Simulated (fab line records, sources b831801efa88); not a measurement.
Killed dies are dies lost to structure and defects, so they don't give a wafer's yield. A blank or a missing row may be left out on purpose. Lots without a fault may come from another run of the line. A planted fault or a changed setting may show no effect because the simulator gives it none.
Chamber matching | flow sky130 | SKY_VIA3_CMP_02 on cmp-02: 4 sister chambers
The step polishes SiO2. 4 wafers are shown with their chamber, then 9 later ones without.

WAFERS WITH THEIR CHAMBER
wafer  | chamber | motor_current_A (A)
L688.4 | 3       | 12.1
L690.1 | 0       | 11.2
L690.2 | 2       | 11.0
L690.3 | 1       | 10.4

WAFERS WITHOUT THEIR CHAMBER
wafer  | motor_current_A (A)
L694.1 | 11.3
L694.2 | 10.8
L694.3 | 12.0
L699.3 | 11.4
L699.4 | 9.9
L699.5 | 11.1
L701.1 | 10.6
L701.3 | 13.4
L701.6 | 9.7

WHICH CHAMBER EACH WENT THROUGH
wafer  | from the rows above               | in truth
L694.1 | can't be placed: 0 or 2 or 3 or 1 | 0
L694.2 | can't be placed: 2 or 0 or 1      | 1
L694.3 | can't be placed: 3 or 0 or 2      | 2
L699.3 | can't be placed: 0 or 2 or 3 or 1 | 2
L699.4 | can't be placed: 1 or 2 or 0      | 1
L699.5 | can't be placed: 0 or 2 or 1 or 3 | 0
L701.1 | can't be placed: 1 or 2 or 0      | 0
L701.3 | can't be placed: 3 or 0           | 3
L701.6 | can't be placed: 1 or 2 or 0      | 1
Placed correctly: 0 of 9. Can't be placed from these rows: 9 (the true chamber is among the candidates in 9). Placed wrongly: 0.
How it was worked out, from the rows above alone: a wafer's distance from a chamber is the root of the sum, over the readings, of the square of ((its reading less the chamber's mean) divided by the reading's scatter). The wafer belongs to the nearest chamber; if the next one is less than 2 further off, it can't be placed. A chamber's mean is the mean of its shown wafers. The scatter: with one shown wafer a chamber, the root of the mean of the squares of how far each hidden wafer lies from its nearest shown one.
